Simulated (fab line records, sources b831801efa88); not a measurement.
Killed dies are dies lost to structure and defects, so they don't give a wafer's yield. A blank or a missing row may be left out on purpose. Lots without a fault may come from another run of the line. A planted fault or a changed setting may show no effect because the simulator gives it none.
A struck lot beside a sound one | flow sky130 | 47 steps out of a route of 708
Sound: wafers L945.1, L945.2, L945.6. Struck: wafers L952.2, L952.4, L952.6. The cause comes at the end.
At each step with rows: each side's tool, then ch and its chambers, then its first start. Under that, the readings that differ: sound wafers | struck wafers | difference of the means | sigmas: that difference in standard deviations of wafers without a fault.
alike: readings whose means differ by less than 2 such deviations, and words and numbers that are the same on both sides. not compared: withheld readings, readings that some wafer has no value for, bounds like >300 that may hide the same value, and numbers for which the record gives no deviation and whose values overlap.
The two part at a step that has a row with sigmas, a row that says differs or no value, or rows on one side only. Numbers that don't overlap but have no deviation are shown without sigmas and don't part them. A reading that every wafer of one side lacks parts them only if that side has two wafers or more.

SKY_POLY_GATE_CD_MEAS_13: target cd 150 nm.
  sound on cd_sem-01, day 16 10:15; struck on cd_sem-02, day 19 10:22
  alike: cd_nm
SKY_POLY_GATE_OVL_MEAS_14:
  sound on overlay-02, day 16 10:22; struck on overlay-01, day 19 10:28
  alike: POLY_GATE_OVL
SKY_POLY_GATE_ETCH_15: etches BARC in N2/H2, stops on SiO2, time 118.5 s, target depth 110 nm.
  sound on rie_diel-02 ch 0,1,2, day 16 10:25; struck on rie_diel-01 ch 1,2,3, day 19 10:29
  alike: drypump_motor_current_A, n2_flow_sccm, oes_product_au, throttle_valve_pct
  not compared: rf_hours_counter_h
SKY_POLY_GATE_ETCH_16: etches Si3N4 in CH3F/O2, stops on poly-Si, time 147.5 s, target depth 75 nm.
  sound on rie_diel-02 ch 0,1,2, day 16 10:29; struck on rie_diel-01 ch 1,2,3, day 19 10:34
  alike: O2_flow_sccm, drypump_motor_current_A, oes_product_au, throttle_valve_pct
  not compared: rf_hours_counter_h
SKY_POLY_GATE_ETCH_17: etches poly-Si in HBr/Cl2, stops on SiO2, target depth 180 nm, time 70.5 s.
  sound on rie_si-02 ch 0,2, day 16 10:35; struck on rie_si-01 ch 1,2,3, day 19 10:40
  reading               | sound             | struck            | difference | sigmas
  oes_product_au (a.u.) | 1.004 0.979 0.996 | 0.974 0.978 0.974 | -0.018     | -2
  alike: drypump_motor_current_A, throttle_valve_pct
  not compared: rf_hours_counter_h
SKY_POLY_GATE_STRIP_18: strips in O2/N2.
  sound on plasma_asher-02 ch 0,1, day 16 10:38; struck on plasma_asher-03 ch 0,1, day 19 10:44
  alike: drypump_motor_current_A, n2_flow_sccm, oes_product_au, strip_time_to_endpoint_s
  not compared: rf_hours_counter_h
then, 2 steps without rows for these wafers: SKY_POLY_GATE_CLEAN_19 (cleans in SC1/SC2, time 150 s); SKY_POLY_GATE_OXIDATION_20 (stabilise 600 s, purge 300 s, target thk 4 nm).
SKY_POLY_GATE_THK_MEAS_21:
  sound on film_metro-01, day 16 15:33; struck on film_metro-02, day 19 14:32
  alike: POLY_GATE_OXIDATION_THK
SKY_POLY_GATE_CD_MEAS_22:
  sound on cd_sem-02, day 16 15:37; struck on cd_sem-02, day 19 14:37
  alike: cd_nm
then, 2 steps without rows for these wafers: SKY_LDD_N_DEHYDRATE_00 (time 60 s); SKY_LDD_N_HMDS_01 (prime time 60 s).
SKY_LDD_N_COAT_02: resist thk 300 nm.
  sound on litho_track-03 ch 0, day 17 05:49; struck on litho_track-03, day 20 05:17
  no value came back on the struck wafers for chill_plate_temp_C (C), dispense_pressure_kPa (kPa); on the sound wafers chill_plate_temp_C (C) reads 23.06 22.98 22.99
then, 4 steps without rows for these wafers: SKY_LDD_N_SOFTBAKE_03 (time 60 s); SKY_LDD_N_EXPOSE_04 (exposes mask NTM, target cd 840 nm); SKY_LDD_N_PEB_05; SKY_LDD_N_DEVELOP_06 (develop time 60 s).
SKY_LDD_N_OVL_MEAS_07:
  sound on overlay-01, day 17 18:29; struck on overlay-01, day 20 20:28
  reading        | sound        | struck | difference                    | sigmas
  LDD_N_OVL (nm) | 1.6 -0.2 2.6 | - - -  | no value on the struck wafers |
then, 8 steps without rows for these wafers: SKY_LDD_N_IMPLANT_08; SKY_LDD_N_IMPLANT_09; SKY_LDD_N_IMPLANT_10; SKY_LDD_N_IMPLANT_11; SKY_LDD_N_IMPLANT_12; SKY_LDD_N_IMPLANT_13; SKY_LDD_N_IMPLANT_14; SKY_LDD_N_IMPLANT_15.
SKY_LDD_N_STRIP_16: strips in O2/N2.
  sound on plasma_asher-04 ch 0,1, day 17 19:44; struck on plasma_asher-01 ch 0,1, day 20 21:42
  no value came back on the struck wafers for oes_product_au (a.u.), strip_time_to_endpoint_s (s); on the sound wafers oes_product_au (a.u.) reads 0.407 0.404 0.412
  alike: drypump_motor_current_A, n2_flow_sccm
  not compared: rf_hours_counter_h
SKY_LDD_N_TW_MEAS_17:
  sound on film_metro-04, day 17 19:50; struck on film_metro-02, day 20 21:49
  reading  | sound          | struck         | difference | sigmas
  LDD_N_TW | 2646 2644 2638 | 2536 2557 2554 | -94        | -3
then, 7 steps without rows for these wafers: SKY_LDD_P_DEHYDRATE_00 (time 60 s); SKY_LDD_P_HMDS_01 (prime time 60 s); SKY_LDD_P_COAT_02 (resist thk 1140 nm); SKY_LDD_P_SOFTBAKE_03 (time 60 s); SKY_LDD_P_EXPOSE_04 (exposes mask PSDM, target cd 380 nm); SKY_LDD_P_PEB_05; SKY_LDD_P_DEVELOP_06 (develop time 60 s).
SKY_LDD_P_CD_MEAS_07: target cd 380 nm.
  sound on cd_sem-01, day 19 01:00; struck on cd_sem-02, day 22 03:58
  alike: cd_nm
SKY_LDD_P_OVL_MEAS_08:
  sound on overlay-02, day 19 01:07; struck on overlay-01, day 22 04:04
  alike: LDD_P_OVL
then, 2 steps without rows for these wafers: SKY_LDD_P_IMPLANT_09; SKY_LDD_P_STRIP_10 (strips in O2/N2).
SKY_LDD_P_TW_MEAS_11:
  sound on film_metro-01, day 19 01:25; struck on film_metro-03, day 22 04:22
  reading  | sound       | struck         | difference | sigmas
  LDD_P_TW | 650 650 650 | 2577 2596 2591 | +1938      | +99 or more
then, 2 steps without rows for these wafers: SKY_LDD_HVN_DEHYDRATE_00 (time 60 s); SKY_LDD_HVN_HMDS_01 (prime time 60 s).
SKY_LDD_HVN_TW_MEAS_10:
  sound on film_metro-01, day 20 08:06; struck on film_metro-01, day 23 10:38
  reading    | sound          | struck         | difference | sigmas
  LDD_HVN_TW | 1451 1448 1450 | 2730 2740 2702 | +1274      | +99 or more
SKY_LDD_HVP_TW_MEAS_10:
  sound on film_metro-04, day 21 14:28; struck on film_metro-01, day 24 17:14
  reading    | sound       | struck         | difference | sigmas
  LDD_HVP_TW | 464 464 463 | 2611 2611 2623 | +2151      | +99 or more
SKY_LDD_LDN_TW_MEAS_13:
  sound on film_metro-02, day 22 21:57; struck on film_metro-02, day 25 23:13
  reading    | sound          | struck         | difference | sigmas
  LDD_LDN_TW | 1463 1466 1457 | 2615 2619 2607 | +1152      | +77
-- the record jumps here: 2 days lie between the struck wafers' starts before and after (it left off in module LDD_LDN and takes up again in module SD_P, whose first step shown is number 331 of the route) --
SKY_SD_P_TW_MEAS_11:
  sound on film_metro-03, day 25 11:39; struck on film_metro-02, day 28 09:34
  reading | sound          | struck         | difference | sigmas
  SD_P_TW | 2819 2830 2829 | 2981 2991 3003 | +166       | +6
SKY_RES_XHIGH_TW_MEAS_09:
  sound on film_metro-03, day 26 16:17; struck on film_metro-03, day 29 14:07
  reading      | sound          | struck         | difference | sigmas
  RES_XHIGH_TW | 1645 1637 1641 | 2658 2647 2675 | +1019      | +73

WHERE THEY PART
First at SKY_POLY_GATE_ETCH_17; last, within this record, at SKY_RES_XHIGH_TW_MEAS_09.

WHY: what the simulator had put in
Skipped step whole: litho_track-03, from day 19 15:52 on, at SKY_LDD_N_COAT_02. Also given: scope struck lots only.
